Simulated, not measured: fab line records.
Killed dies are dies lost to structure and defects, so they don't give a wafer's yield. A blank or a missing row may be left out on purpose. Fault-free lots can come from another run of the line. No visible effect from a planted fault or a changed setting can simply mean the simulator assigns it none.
Matching of chambers + flow gf180mcu + 4 sister chambers for GF_V2_ETCH_16 on rieDiel-04
The step etches BARC in N2/H2. 16 wafers are shown with their chamber, then 8 later ones without.

== WAFERS PAIRED WITH THEIR CHAMBERS ==
| wafer  | chamber | drypumpMotorCurrentA (A) | chamberPressureMTorr (mTorr) | throttleValvePct (%) |
|--------|---------|--------------------------|------------------------------|----------------------|
| L339.3 | 0       | 5.9                      | 29.97                        | 13.228               |
| L339.4 | 3       | 5.9                      | 29.99                        | 13.220               |
| L339.5 | 1       | 6.3                      | 29.96                        | 13.222               |
| L341.1 | 0       | 5.9                      | 29.99                        | 13.229               |
| L341.3 | 2       | 5.7                      | 30.01                        | 13.203               |
| L341.6 | 0       | 5.8                      | 30.00                        | 13.226               |
| L343.1 | 3       | 5.9                      | 29.99                        | 13.221               |
| L343.2 | 0       | 5.9                      | 29.97                        | 13.223               |
| L343.5 | 3       | 5.9                      | 29.99                        | 13.230               |
| L347.3 | 0       | 5.9                      | 30.01                        | 13.226               |
| L347.5 | 0       | 5.9                      | 30.01                        | 13.230               |
| L347.6 | 3       | 5.9                      | 29.99                        | 13.229               |
| L355.3 | 0       | 5.9                      | 29.98                        | 13.237               |
| L355.4 | 1       | 6.2                      | 29.98                        | 13.219               |
| L355.5 | 0       | 5.9                      | 30.03                        | 13.230               |
| L358.2 | 2       | 5.7                      | 30.02                        | 13.229               |

SIGNATURES (means of the wafers above)
| reading              | chamber 0 | chamber 1 | chamber 2 | chamber 3 | scatter within a chamber |
|----------------------|-----------|-----------|-----------|-----------|--------------------------|
| drypumpMotorCurrentA | 5.888     | 6.250     | 5.700     | 5.900     | 0.0339                   |
| chamberPressureMTorr | 29.9950   | 29.9700   | 30.0150   | 29.9900   | 0.017                    |
| throttleValvePct     | 13.22863  | 13.22050  | 13.21600  | 13.22500  | 0.00674                  |
Rule: for a wafer and a chamber, the distance is found by dividing, reading by reading, the gap between the wafer's reading and the chamber's mean by the reading's scatter, squaring, summing and taking the root. The wafer belongs to the nearest chamber; if the next one is less than 2 further off, it can't be placed. The scatter: the root of (the sum of the squares of (reading less its chamber's mean) over the shown wafers, divided by (wafers less chambers)).

== WAFERS WITHOUT THEIR CHAMBER ==
| wafer  | drypumpMotorCurrentA (A) | chamberPressureMTorr (mTorr) | throttleValvePct (%) |
|--------|--------------------------|------------------------------|----------------------|
| L358.3 | 6.3                      | 29.94                        | 13.241               |
| L358.4 | 5.9                      | 29.99                        | 13.214               |
| L359.3 | 5.7                      | 29.99                        | 13.206               |
| L359.5 | 5.9                      | 30.07                        | 13.225               |
| L359.6 | 5.9                      | 29.97                        | 13.231               |
| L361.1 | 5.9                      | 29.96                        | 13.227               |
| L361.4 | 6.3                      | 29.97                        | 13.216               |
| L361.5 | 5.9                      | 29.96                        | 13.204               |

== CHAMBER TAKEN BY EACH ==
| wafer  | from the rows above     | in truth |
|--------|-------------------------|----------|
| L358.3 | 1                       | 1        |
| L358.4 | can't be placed: 3 or 0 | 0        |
| L359.3 | 2                       | 2        |
| L359.5 | can't be placed: 0 or 3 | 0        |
| L359.6 | can't be placed: 3 or 0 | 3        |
| L361.1 | can't be placed: 3 or 0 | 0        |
| L361.4 | 1                       | 1        |
| L361.5 | can't be placed: 3 or 0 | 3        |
Correct placement for 3 of the 8. Not placeable from these rows: 5 (in 5, the candidates include the true chamber). 0 placed wrongly.
